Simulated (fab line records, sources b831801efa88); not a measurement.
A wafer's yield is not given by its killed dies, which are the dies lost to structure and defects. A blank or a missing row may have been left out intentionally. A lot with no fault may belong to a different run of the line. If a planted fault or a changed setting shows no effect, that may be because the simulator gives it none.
Matching of chambers	flow sky130	SKY_POLY_CUT_ETCH_10 on rie-diel-02 has 4 sister chambers
The step etches BARC in N2/H2, stops on SiO2, time 45.9 s, target depth 60 nm. 14 wafers are shown with their chamber, then 7 later ones without.

WAFERS WITH THEIR CHAMBER
wafer	chamber	throttle-valve-pct (%)	n2-flow-sccm (sccm)	oes-product-au (a.u.)
L076.2	1	13.224	99.59	0.860
L076.3	2	13.220	100.23	0.860
L076.5	2	13.214	100.68	0.853
L084.1	2	13.228	100.08	0.859
L084.4	3	13.231	99.96	0.856
L084.6	3	13.248	99.79	0.855
L085.1	1	13.217	100.54	0.862
L085.3	3	13.232	99.63	0.855
L085.5	1	13.221	99.89	0.856
L087.2	3	13.201	100.06	0.853
L087.3	0	13.231	100.30	0.849
L087.5	0	13.231	99.86	0.858
L093.2	3	13.230	100.02	0.852
L093.3	1	13.220	99.70	0.849

SIGNATURES (means of the wafers above)
reading	chamber 0	chamber 1	chamber 2	chamber 3	scatter within a chamber
throttle-valve-pct	13.23100	13.22050	13.22067	13.22840	0.0113
n2-flow-sccm	100.0800	99.9300	100.3300	99.8920	0.31
oes-product-au	0.85350	0.85675	0.85733	0.85420	0.00423
Rule: for a wafer and a chamber, the distance is found by dividing, reading by reading, the gap between the wafer's reading and the chamber's mean by the reading's scatter, squaring, summing and taking the root. If the next closest chamber is less than 2 further off than the closest, the wafer can't be placed; otherwise it belongs to the closest. The scatter is the square root of a quotient: the sum, over the shown wafers, of each reading's squared deviation from its chamber's mean, divided by wafers minus chambers.

WAFERS WITHOUT THEIR CHAMBER
wafer	throttle-valve-pct (%)	n2-flow-sccm (sccm)	oes-product-au (a.u.)
L093.4	13.210	100.00	0.851
L095.1	13.233	100.11	0.864
L095.3	13.221	100.17	0.853
L095.4	13.214	99.65	0.857
L096.4	13.232	99.82	0.865
L096.5	13.236	100.14	0.852
L096.6	13.241	99.58	0.851

EACH ONE'S CHAMBER
wafer	from the rows above	in truth
L093.4	can't be placed: 1 or 3 or 0 or 2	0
L095.1	can't be placed: 2 or 1 or 3 or 0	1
L095.3	can't be placed: 0 or 3 or 2 or 1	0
L095.4	can't be placed: 1 or 3 or 0 or 2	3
L096.4	can't be placed: 1 or 3 or 2 or 0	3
L096.5	can't be placed: 0 or 3 or 1 or 2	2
L096.6	can't be placed: 3 or 0 or 1 or 2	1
Placed correctly: 0 of 7. Not placeable from these rows: 7 (in 7, the candidates include the true chamber). Wrongly placed: 0.
